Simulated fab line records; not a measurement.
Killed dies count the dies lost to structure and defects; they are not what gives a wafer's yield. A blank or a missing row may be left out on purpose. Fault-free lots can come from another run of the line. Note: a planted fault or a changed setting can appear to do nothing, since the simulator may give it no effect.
fab line records	flow sky130
record: lots: 13	wafers: 39	lastDay: 50
route steps=708 shown LDD_HVP@287 VIA3@597 METAL4@602 METAL5@661 PAD_OPEN@708
lots that met no fault: from a run of the same line without faults
startH: hours from the record's opening day to when the first of the lot's shown wafers began	waitH: hours from the lot's prior step to this one	" identical to the entry in the row above	L1.1+2: one row covering several wafers at once	- no value present, or no start provided	* or withheld: withheld	< > ~ a bound
route shown NAME@n: NAME is a module with steps in the file, n the number in the route of the first one	usual: mean and standard deviation over wafers with no fault	same: alike in all rows	chamber/n: place in a boat	sites: readings site by site	_std_site: how widely they spread, as a standard deviation	_edge_site: inner sites' mean taken away from outer sites' mean	radiusMm: how far each site lies from the wafer's centre	mask NAME#n: copy n	behind: the tool/chamber that last shaped the wafer	hold: reason for holding the lot/hours on hold/outcome of the hold	device: whichever transistor did not switch (one of n, p or np)	end of line: the same wafers' tests at the end of the route	a step with no rows: only its recipe	killed: at the first sort, the dies lost to defects and structure; wafer yield is something else	map: shows each die of a wafer: x if killed, . if not, _ if none is there
set.NAME: the setting as run; set.NAME@STEP: as run at that earlier step	model.NAME: the simulator's own value behind a step, which no gauge read
the route's steps for a sample of lots (tables are steps, rows are wafers)
services: a tool's chamber out of use, with start hour (startH, from the record's first day; less than 0 if before it), hours out, and reason
== steps ==
step: SKY_LDD_HVP_STRIP_09
recipe: chemistry: O2/N2	powerW: 1400	pressureMtorr: 1500	platenTempC: withheld	o2FlowSccm: 3000	n2FlowSccm: 300	overashFraction: 0.5
usual: drypumpMotorCurrentA: 5.7/0.56	oesProductAu: 0.409/0.0043	stripTimeToEndpointS: 4.137/0.017
lot.wafer	tool	chamber	startH	waitH	drypumpMotorCurrentA	oesProductAu	rfHoursCounterH	stripTimeToEndpointS
L547.2	plasmaAsher-02	0	497.63	0.1	6.3	0.408	6	4.148
L547.4	"	1	"	"	5.4	0.416	-	4.147
L547.5	"	0	"	"	6.3	0.403	-	4.142
L549.2	plasmaAsher-04	0	509.77	0.1	5.9	0.407	71	4.121
L549.4	"	1	"	"	5.0	0.405	-	4.136
L549.5	"	1	"	"	4.9	0.414	-	4.132
L548.2	plasmaAsher-04	1	510.48	0.1	5.0	0.411	71	4.134
L548.5	"	0	"	"	5.9	0.404	-	4.146
L548.6	"	1	"	"	4.9	0.406	-	4.122
L554.1	plasmaAsher-02	1	576.83	0.1	5.5	0.408	13	4.092
L554.2	"	0	"	"	6.3	0.404	13	4.104
L554.6	"	0	"	"	6.3	0.406	-	4.122
L555.1	plasmaAsher-02	0	577.51	0.1	6.3	0.407	13	4.161
L555.4	"	1	"	"	5.4	0.402	-	4.140
L555.6	"	1	"	"	5.4	0.417	-	4.137
L560.2	plasmaAsher-02	0	629.02	0.1	6.4	0.408	18	4.148
L560.4	"	1	"	"	5.4	0.415	-	4.143
L560.5	"	0	"	"	6.3	0.412	-	4.144
L562.1	plasmaAsher-02	0	638.38	0.1	6.4	0.399	19	4.141
L562.2	"	1	"	"	5.4	0.412	19	4.143
L562.6	"	0	"	"	6.4	0.412	-	4.160
L564.1	plasmaAsher-01	1	653.46	0.1	5.0	0.409	96	4.115
L564.3	"	0	"	"	6.4	0.403	-	4.107
L564.4	"	1	"	"	5.0	0.412	-	4.114
L563.1	plasmaAsher-02	0	655.26	0.1	6.3	0.415	20	4.179
L563.4	"	1	"	"	5.4	0.401	-	4.162
L563.6	"	0	"	"	6.3	0.414	-	4.156
L565.3	plasmaAsher-02	0	667.20	0.1	6.3	0.412	-	4.132
L565.4	"	1	"	"	5.5	0.410	-	4.145
L565.5	"	0	"	"	6.3	0.407	-	4.149
L568.3	plasmaAsher-02	0	676.85	0.1	6.4	0.407	-	4.133
L568.4	"	1	"	"	5.4	0.411	-	4.119
L568.5	"	0	"	"	6.3	0.415	-	4.142
L569.2	plasmaAsher-01	1	686.22	0.1	5.0	0.412	99	4.139
L569.3	"	1	"	"	5.0	0.409	-	4.164
L569.4	"	0	"	"	6.4	0.412	-	4.145
L570.1	plasmaAsher-01	0	687.28	0.1	6.4	0.403	99	4.131
L570.3	"	0	"	"	6.4	0.418	-	4.126
L570.5	"	1	"	"	5.0	0.409	-	4.154
step: SKY_VIA3_CMP_24
recipe: stopOn: SiO2	tOverpolishS: 20	downForcePsi: 3.5	platenRpm: 60	targetThkNm: 0	padVelocityMS: 0.94248
usual: motorCurrentA: 11.0/0.92	overpolishRunS: 19.999/0.0097	timeToEndpointS: 95/3.6
lot.wafer	tool	chamber	startH	waitH	motorCurrentA	overpolishRunS	timeToEndpointS
L547.2	cmp-01	3	928.48	0.0	10.1	19.994	103
L547.4	"	0	"	"	10.3	19.993	97
L547.5	"	3	"	"	10.5	20.011	100
L549.4	cmp-01	2	938.41	0.0	12.1	20.013	101
L549.2	"	0	"	"	9.5	19.991	93
L549.5	"	3	"	"	10.5	19.991	98
L548.2	cmp-01	2	941.58	0.0	12.4	20.009	104
L548.6	"	2	"	"	12.2	20.001	102
L548.5	"	3	"	"	10.1	19.998	99
L554.2	cmp-02	0	993.76	0.1	11.1	19.987	94
L554.1	"	1	"	"	10.8	19.980	93
L554.6	"	2	"	"	12.5	20.010	89
L555.1	cmp-01	0	995.50	0.1	9.8	19.995	96
L555.4	"	1	"	"	10.5	20.009	94
L555.6	"	2	"	"	12.8	19.990	99
L560.4	cmp-01	2	1035.39	0.4	11.9	20.005	97
L560.2	"	1	"	"	10.8	20.003	89
L560.5	"	3	"	"	9.8	19.993	93
L562.1	cmp-02	1	1040.20	0.1	11.2	20.000	92
L562.2	"	0	"	"	10.7	20.036	95
L562.6	"	1	"	"	10.8	19.996	89
L564.4	cmp-01	1	1052.76	0.0	10.9	20.008	89
L564.3	"	2	"	"	12.6	19.994	97
L564.1	"	3	"	"	10.0	20.001	95
L563.4	cmp-01	1	1054.41	0.1	10.1	19.991	91
L563.1	"	2	"	"	12.1	19.993	96
L563.6	"	3	"	"	10.2	19.991	95
L565.3	cmp-01	0	1065.47	0.1	9.7	19.989	91
L565.4	"	1	"	"	10.7	20.018	88
L565.5	"	3	"	"	10.5	19.988	91
L568.3	cmp-01	3	1072.87	0.1	10.0	20.012	92
L568.4	"	0	"	"	10.1	19.993	92
L568.5	"	1	"	"	10.3	19.996	89
L569.2	cmp-01	2	1078.41	0.1	11.8	20.013	89
L569.4	"	3	"	"	10.3	20.004	89
L569.3	"	0	"	"	10.2	20.000	93
L570.1	cmp-01	0	1080.31	0.1	10.4	20.009	97
L570.3	"	1	"	"	10.9	19.996	92
L570.5	"	3	"	"	10.8	20.015	96
step: SKY_METAL4_SPUTTER_04
recipe: material: TiN	targetThkNm: 70	powerW: 6500	timeS: 58.3	chamberPressurePa: 0.4
usual: throttleValvePct: 29.9/0.94
lot.wafer	tool	chamber	startH	waitH	throttleValvePct
L547.2	pvdSputter-01	-	928.88	0.0	30.1
L547.4	"	-	"	"	29.7
L547.5	"	-	"	"	30.0
L549.2	pvdSputter-04	-	938.82	0.0	30.9
L549.4	"	-	"	"	28.3
L549.5	"	-	"	"	28.0
L548.2	pvdSputter-01	-	941.98	0.0	29.7
L548.5	"	-	"	"	29.8
L548.6	"	-	"	"	29.9
L554.1	pvdSputter-04	-	994.06	0.0	31.0
L554.2	"	-	"	"	28.2
L554.6	"	-	"	"	30.1
L555.1	pvdSputter-04	-	995.80	0.0	28.4
L555.4	"	-	"	"	30.2
L555.6	"	-	"	"	28.2
L560.2	pvdSputter-04	-	1035.80	0.0	31.2
L560.4	"	-	"	"	28.4
L560.5	"	-	"	"	30.2
L562.1	pvdSputter-01	-	1040.60	0.0	30.0
L562.2	"	-	"	"	29.3
L562.6	"	-	"	"	29.4
L564.1	pvdSputter-04	-	1053.17	0.0	28.3
L564.3	"	-	"	"	31.3
L564.4	"	-	"	"	30.2
L563.1	pvdSputter-04	-	1054.71	0.0	30.9
L563.4	"	-	"	"	30.1
L563.6	"	-	"	"	28.4
L565.3	pvdSputter-03	-	1065.83	0.0	28.8
L565.4	"	-	"	"	30.7
L565.5	"	-	"	"	29.8
L568.3	pvdSputter-03	-	1073.17	0.0	30.9
L568.4	"	-	"	"	29.2
L568.5	"	-	"	"	29.3
L569.2	pvdSputter-03	-	1078.77	0.0	30.8
L569.3	"	-	"	"	29.0
L569.4	"	-	"	"	29.3
L570.1	pvdSputter-01	-	1080.61	0.0	30.3
L570.3	"	-	"	"	29.1
L570.5	"	-	"	"	30.0
step: SKY_METAL5_SPUTTER_00
recipe: material: Ti	targetThkNm: 15	powerW: 3000	timeS: 10	chamberPressurePa: 0.4
usual: throttleValvePct: 29.7/0.56
lot.wafer	tool	chamber	startH	waitH	throttleValvePct
L547.2	pvdSputter-01	-	1002.97	0.1	29.3
L547.4	"	-	"	"	29.7
L547.5	"	-	"	"	29.9
L549.2	pvdSputter-01	-	1012.11	0.1	29.7
L549.4	"	-	"	"	30.1
L549.5	"	-	"	"	29.2
L548.2	pvdSputter-03	-	1016.30	0.2	29.2
L548.5	"	-	"	"	29.7
L548.6	"	-	"	"	30.6
L554.1	pvdSputter-01	-	1064.89	0.1	29.2
L554.2	"	-	"	"	29.6
L554.6	"	-	"	"	30.0
L555.1	pvdSputter-01	-	1066.07	0.2	29.4
L555.4	"	-	"	"	30.1
L555.6	"	-	"	"	29.7
L560.2	pvdSputter-01	-	1102.08	0.1	30.3
L560.4	"	-	"	"	29.0
L560.5	"	-	"	"	30.0
L562.1	pvdSputter-02	-	1106.75	0.2	29.2
L562.2	"	-	"	"	29.1
L562.6	"	-	"	"	29.3
L564.1	pvdSputter-03	-	1117.80	0.1	29.2
L564.3	"	-	"	"	30.9
L564.4	"	-	"	"	29.8
L563.1	pvdSputter-01	-	1120.26	0.2	29.9
L563.4	"	-	"	"	30.3
L563.6	"	-	"	"	28.9
L565.3	pvdSputter-03	-	1129.83	0.2	29.2
L565.4	"	-	"	"	28.9
L565.5	"	-	"	"	30.8
L568.3	pvdSputter-03	-	1136.69	0.2	29.1
L568.4	"	-	"	"	31.1
L568.5	"	-	"	"	29.7
L569.2	pvdSputter-03	-	1140.68	0.1	29.7
L569.3	"	-	"	"	29.1
L569.4	"	-	"	"	30.6
L570.1	pvdSputter-01	-	1141.95	0.2	28.8
L570.3	"	-	"	"	30.0
L570.5	"	-	"	"	30.3
step: SKY_PAD_OPEN_PROBE_99
usual: killed_at_M0_to_M3: 44/6.9	killed_at_M4_up: 3.3/1.7	killedAtContacts: 24/4.7	killedAtFrontEnd: 15/4.5	killedAtOther: 0.2/0.49	killedDies: 86/8.4	killedOpen: 47/6.5	killedShort: 39/6
same: grossDies: 492	killedAtBackSide: 0
lot.wafer	tool	chamber	startH	waitH	killed_at_M0_to_M3	killed_at_M4_up	killedAtContacts	killedAtFrontEnd	killedAtOther	killedDies	killedOpen	killedShort
L554.1	prober-01	-	1129.34	0.1	36	2	31	30	1	100	53	31
L554.2	prober-01	-	1129.39	0.1	37	1	20	25	1	84	40	44
L554.6	prober-01	-	1129.59	0.2	41	4	16	16	0	77	36	41
L555.1	prober-02	-	1129.96	0.1	50	5	18	12	0	85	38	47
L555.4	prober-02	-	1130.11	0.2	42	3	24	29	0	98	47	37
L555.6	prober-02	-	1130.21	0.2	32	3	19	38	0	92	43	30
killed by level:class
L554.1 LDD_HVP:unspecified=16 CONTACT:geometricParticle:open=14 LI_CONTACT:geometricParticle:open=9 VIA1:geometricParticle:open=9 POLY_GATE:geometricParticle:open=6 LI_CONTACT:geometricParticle:short=5 METAL3:geometricParticle:short=4 METAL2:geometricParticle:short=4
L554.2 VIA1:geometricParticle:open=9 FIELD_ISO:geometricParticle:open=8 FIELD_ISO:geometricParticle:short=8 METAL1:geometricParticle:short=8 METAL2:geometricParticle:short=5 CONTACT:geometricParticle:short=5 VIA2:geometricParticle:open=5 LI_CONTACT:geometricParticle:open=4
L554.6 VIA1:geometricParticle:open=9 CONTACT:geometricParticle:short=5 CONTACT:geometricParticle:open=5 METAL1:geometricParticle:short=5 VIA3:geometricParticle:open=5 METAL2:geometricParticle:short=5 FIELD_ISO:geometricParticle:short=4 POLY_GATE:geometricParticle:open=4
L555.1 VIA1:geometricParticle:open=12 METAL1:geometricParticle:short=11 CONTACT:geometricParticle:open=9 FIELD_ISO:geometricParticle:short=6 METAL2:geometricParticle:short=6 VIA2:geometricParticle:short=5 LI_CONTACT:geometricParticle:short=4 VIA2:geometricParticle:open=4
L555.4 LDD_HVP:unspecified=14 VIA1:geometricParticle:open=13 CONTACT:geometricParticle:open=11 METAL1:geometricParticle:short=6 VIA2:geometricParticle:short=5 VIA2:geometricParticle:open=5 FIELD_ISO:geometricParticle:open=4 LI_CONTACT:geometricParticle:open=4
L555.6 LDD_HVP:unspecified=19 VIA1:geometricParticle:open=13 CONTACT:geometricParticle:open=9 FIELD_ISO:geometricParticle:short=5 POLY_GATE:geometricParticle:open=5 POLY_GATE:geometricParticle:short=5 METAL1:geometricParticle:short=5 LI_CONTACT:geometricParticle:open=4
== services ==
tool	chamber	startH	hours	kind
cmp-01	-	482.93	1.1	repair
cmp-01	-	493.84	2.0	repair
plasmaAsher-02	-	502.00	13.2	repair
cmp-01	-	517.27	2.3	repair
pvdSputter-01	-	536.96	4.3	repair
cmp-01	-	546.88	4.8	pm
cmp-01	-	572.00	4.0	pm
pvdSputter-03	-	580.44	4.4	repair
cmp-01	-	588.54	0.3	repair
cmp-01	-	606.88	5.9	repair
pvdSputter-01	-	619.02	1.8	repair
pvdSputter-03	-	655.11	0.8	repair
cmp-01	-	673.43	1.0	repair
plasmaAsher-02	-	704.44	0.4	repair
pvdSputter-03	-	710.50	0.7	repair
cmp-01	-	818.78	0.4	repair
pvdSputter-03	-	848.06	4.5	repair
cmp-01	-	850.89	0.9	repair
cmp-01	-	912.27	4.0	pm
cmp-01	-	916.27	3.3	pm
cmp-01	-	966.92	16.3	repair
pvdSputter-01	-	974.42	0.8	repair
cmp-01	-	996.51	3.8	pm
cmp-01	-	1003.36	1.4	repair
== key ==
firstSign: step: SKY_PAD_OPEN_PROBE_99	reading: killedAtFrontEnd	direction: up	sigmas: 3.8	usual: 15	struck: 32
effect none on later readings
metAt SKY_LDD_HVP_STRIP_09
struckLots L554,L555
struckWafers L554.1,L555.4,L555.6
testerLeftOut L554,L555
notActingAt SKY_VIA3_CMP_24,SKY_METAL4_SPUTTER_04,SKY_METAL5_SPUTTER_00
onsetBetween 497.63 576.83
fault: kind: chamberParticleSource	tool: plasmaAsher-02	chamber: 1	onsetH: 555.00	steps: SKY_LDD_HVP_STRIP_09	ratePerVisitCm2: 0.57058	endH: 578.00
testerLeftOut: of these lots the tester's yield and bins aren't shown, on N5 and GAA mostly nor the transistor test; their killed dies are dies lost to structure and defects alone, not to doping, threshold or leakage, so they don't give the yield
